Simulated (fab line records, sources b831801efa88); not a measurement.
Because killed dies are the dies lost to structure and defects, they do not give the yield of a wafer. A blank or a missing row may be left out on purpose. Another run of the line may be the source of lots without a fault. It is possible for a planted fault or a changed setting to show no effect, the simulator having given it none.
Matching of chambers | flow gf180mcu | rie_si-01 running GF_STI_ETCH_14: 4 sister chambers
The step etches Si in HBr/Cl2/O2, target depth 360 nm, time 102.9 s. 7 wafers are shown with their chamber, then 7 later ones without.

## WAFERS WITH THEIR CHAMBER
wafer  | chamber | oes_product_au (a.u.) | throttle_valve_pct (%)
L552.3 | 0       | 0.985                 | 25.667
L553.4 | 1       | 1.009                 | 25.650
L554.1 | 1       | 1.019                 | 25.655
L554.5 | 3       | 1.016                 | 25.641
L554.6 | 2       | 1.011                 | 25.649
L555.2 | 3       | 1.018                 | 25.653
L555.4 | 0       | 0.988                 | 25.668

## WAFERS MISSING THEIR CHAMBER
wafer  | oes_product_au (a.u.) | throttle_valve_pct (%)
L555.5 | 0.990                 | 25.683
L568.1 | 1.012                 | 25.649
L568.2 | 1.008                 | 25.657
L568.6 | 1.005                 | 25.655
L572.1 | 1.016                 | 25.640
L572.3 | 1.019                 | 25.652
L572.6 | 1.030                 | 25.627

## THE CHAMBER EACH PASSED THROUGH
wafer  | from the rows above          | in truth
L555.5 | 0                            | 0
L568.1 | can't be placed: 2 or 1 or 3 | 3
L568.2 | can't be placed: 1 or 2 or 3 | 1
L568.6 | can't be placed: 2 or 1 or 3 | 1
L572.1 | can't be placed: 3 or 2 or 1 | 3
L572.3 | can't be placed: 3 or 1 or 2 | 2
L572.6 | can't be placed: 3 or 2 or 1 | 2
Correct placement for 1 of the 7. These rows do not allow placing 6 (true chamber among the candidates in 6). Number placed wrongly: 0.
How it was worked out, from the rows above alone: a wafer's distance from a chamber is the root of the sum, over the readings, of the square of ((its reading less the chamber's mean) divided by the reading's scatter). If the next closest chamber is less than 2 further off than the closest, the wafer can't be placed; otherwise it belongs to the closest. Each chamber's mean is taken over the wafers shown for it. The scatter is the square root of a quotient: the sum, over the shown wafers, of each reading's squared deviation from its chamber's mean, divided by wafers minus chambers.
